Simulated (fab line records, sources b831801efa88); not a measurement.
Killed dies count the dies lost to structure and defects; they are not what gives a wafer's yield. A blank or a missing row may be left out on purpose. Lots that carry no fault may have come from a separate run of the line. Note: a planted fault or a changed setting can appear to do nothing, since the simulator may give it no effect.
Chamber matching ; flow gf180mcu ; 4 sister chambers for GF_V3_CMP_26 on cmp-02
The step polishes, stops on SiO2, t overpolish 15 s, target thk 0 nm. 16 wafers are shown with their chamber, then 8 later ones without.

## WAFERS, EACH WITH ITS CHAMBER
wafer;chamber;motorCurrentA (A);timeToEndpointS (s);overpolishRunS (s)
L575.2;0;11.5;89;15.013
L575.5;0;11.1;87;14.996
L575.6;1;12.6;85;15.011
L582.1;2;12.1;89;15.021
L582.4;3;12.5;85;15.004
L582.6;1;11.6;84;15.012
L587.1;3;13.1;90;14.996
L587.4;0;12.0;88;15.001
L587.5;3;12.7;88;15.000
L589.1;1;12.0;88;14.982
L589.3;3;13.9;86;14.988
L589.5;1;12.0;88;15.010
L590.3;1;12.2;84;15.006
L590.5;2;12.1;87;14.992
L590.6;3;12.8;82;14.997
L593.1;2;11.8;87;14.992

SIGNATURES (means of the wafers above)
reading;chamber 0;chamber 1;chamber 2;chamber 3;scatter within a chamber
motorCurrentA;11.533;12.080;12.000;13.000;0.428
timeToEndpointS;88.00;85.80;87.67;86.20;2.2
overpolishRunS;15.00333;15.00420;15.00167;14.99700;0.0111
Rule: a wafer's distance from a chamber is the root of the sum, over the readings, of the square of ((its reading less the chamber's mean) divided by the reading's scatter). The wafer belongs to the nearest chamber; if the next one is less than 2 further off, it can't be placed. How the scatter is found: for the shown wafers, subtract from each reading the mean of its chamber, square and add these, divide the total by (wafers less chambers), then take the root.

## WAFERS WHOSE CHAMBER IS MISSING
wafer;motorCurrentA (A);timeToEndpointS (s);overpolishRunS (s)
L593.4;11.1;84;15.008
L593.5;12.7;87;15.004
L595.1;12.3;81;14.994
L595.3;11.2;83;14.989
L595.6;12.3;83;15.014
L596.1;12.1;86;15.005
L596.4;12.4;88;14.989
L596.5;13.0;83;15.006

## CHAMBER TAKEN BY EACH
wafer;from the rows above;in truth
L593.4;can't be placed: 0 or 1 or 2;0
L593.5;can't be placed: 3 or 1 or 2 or 0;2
L595.1;can't be placed: 1 or 3 or 2 or 0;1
L595.3;can't be placed: 0 or 1 or 2 or 3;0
L595.6;can't be placed: 1 or 2 or 3 or 0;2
L596.1;can't be placed: 1 or 2 or 0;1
L596.4;can't be placed: 2 or 3 or 1 or 0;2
L596.5;can't be placed: 3 or 1 or 2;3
0 of 8 placed correctly. Can't be placed from these rows: 8 (the true chamber is among the candidates in 8). Wrongly placed: 0.
